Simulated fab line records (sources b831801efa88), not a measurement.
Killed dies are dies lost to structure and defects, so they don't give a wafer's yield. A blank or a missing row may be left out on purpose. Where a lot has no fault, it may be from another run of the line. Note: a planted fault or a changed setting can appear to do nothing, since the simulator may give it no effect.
Code-filled problem report in 8D (eight disciplines) form / flow sky130 / the parts of the form that need people (team, actions taken, sign-off) are left out

1. THE PROBLEM
Across 6 wafers from 2 lots, POLY_GATE_OXIDATION_THK at SKY_POLY_GATE_THK_MEAS_21 averages 5.26 nm, while fault-free wafers read 3.95 nm with a standard deviation of 0.073. That is +18 standard deviations from the usual mean.
First observed at day 20 16:51: wafer L692.1, on film-metro-04. Wafers with a number at this step in the record: 36, from 12 lots. The rule behind "out" and "out of limits": a value lying over 4 standard deviations away from the usual mean. The other wafers with a number count as sound.

2. WHAT IT IS, AND WHAT IT ISN'T
question=which readings at this step | is=POLY_GATE_OXIDATION_THK | is not=-
question=which lots | is=L692, L693 | is not=L681, L682, L686, L687, L694, L699, L700, L702, L703, L704
question=which wafers of those lots | is=all that have a number | is not=-
question=read on which gauges | is=film-metro-03, film-metro-04 | is not=film-metro-01
question=when | is=from day 20 16:51 | is not=up to then (12 sound wafers); but 18 sound wafers of L694, L699, L700, L702, L703, L704 came after

3. THE SUSPECTS, EACH WITH WHAT RULES IT OUT
Counting: a tool stays on the suspect list if, at a process step up to the reading, it processed all lots that are out and no sound lot following the first of them.
- the gauge at SKY_POLY_GATE_THK_MEAS_21 has been ruled out. The wafers that are out were read on 2 gauges (film-metro-03, film-metro-04).
- furnace-01 at SKY_POLY_GATE_OXIDATION_20 (stabilise 600 s, purge 300 s, target thk 4 nm): ruled out as a lasting fault. The sound lots L702, L703, L704 went through it after L692, its earliest lot that is out (day 20 15:36).
Left after counting: nothing in the record.

4. THE CAUSE (what the simulator had put in)
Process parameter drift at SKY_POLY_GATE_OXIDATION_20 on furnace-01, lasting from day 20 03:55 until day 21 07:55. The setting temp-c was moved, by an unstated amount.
The count ruled it out by mistake, since the rule takes a fault to strike every lot its tool runs from the start of the fault on, and this one did not do so.

5. THE EFFECT CHAIN, in route order
Rows list readings where the struck wafers' mean (over those with a number) sits beyond 3 standard deviations from the usual. Readings are gone through only where the record gives a usual standard deviation; hours: the median, over the lots, of the time from a lot's start at the first step in this table giving one to that lot's start at this step; sigmas: the change measured in usual standard deviations.
hours=0; step=SKY_POLY_GATE_OXIDATION_20; reading=spike-tc-bottom-C; usual=866.8 C; on struck wafers=886.8; change=+20.0; sigmas=+9.5
hours=0; step=SKY_POLY_GATE_OXIDATION_20; reading=spike-tc-centre-C; usual=851.0 C; on struck wafers=872.3; change=+21.3; sigmas=+21
hours=0; step=SKY_POLY_GATE_OXIDATION_20; reading=spike-tc-lower-C; usual=850.2 C; on struck wafers=871.9; change=+21.7; sigmas=+22
hours=0; step=SKY_POLY_GATE_OXIDATION_20; reading=spike-tc-top-C; usual=862.4 C; on struck wafers=886.4; change=+24.0; sigmas=+8.3
hours=0; step=SKY_POLY_GATE_OXIDATION_20; reading=spike-tc-upper-C; usual=848.3 C; on struck wafers=869.6; change=+21.4; sigmas=+18
hours=0; step=SKY_POLY_GATE_OXIDATION_20; reading=zone-power-bottom-pct; usual=23.4 %; on struck wafers=25.0; change=+1.6; sigmas=+4.0
hours=1; step=SKY_POLY_GATE_THK_MEAS_21; reading=POLY_GATE_OXIDATION_THK; usual=3.95 nm; on struck wafers=5.26; change=+1.31; sigmas=+18
Process steps it contains:
- SKY_POLY_GATE_OXIDATION_20: stabilise 600 s, purge 300 s, target thk 4 nm.

6. HOW IT WOULD HAVE BEEN CAUGHT EARLIER
Counted from the fault's start at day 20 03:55, it took 13 hours until the first out-of-limits reading at a measuring or inspecting step in this record, taken at day 20 16:51.
At SKY_POLY_GATE_OXIDATION_20, the tool's own readings (spike-tc-bottom-C, spike-tc-centre-C, spike-tc-lower-C, spike-tc-top-C, spike-tc-upper-C) were out on each struck wafer the step has a row for, so an alarm limit on them would have fired on the first such wafer.
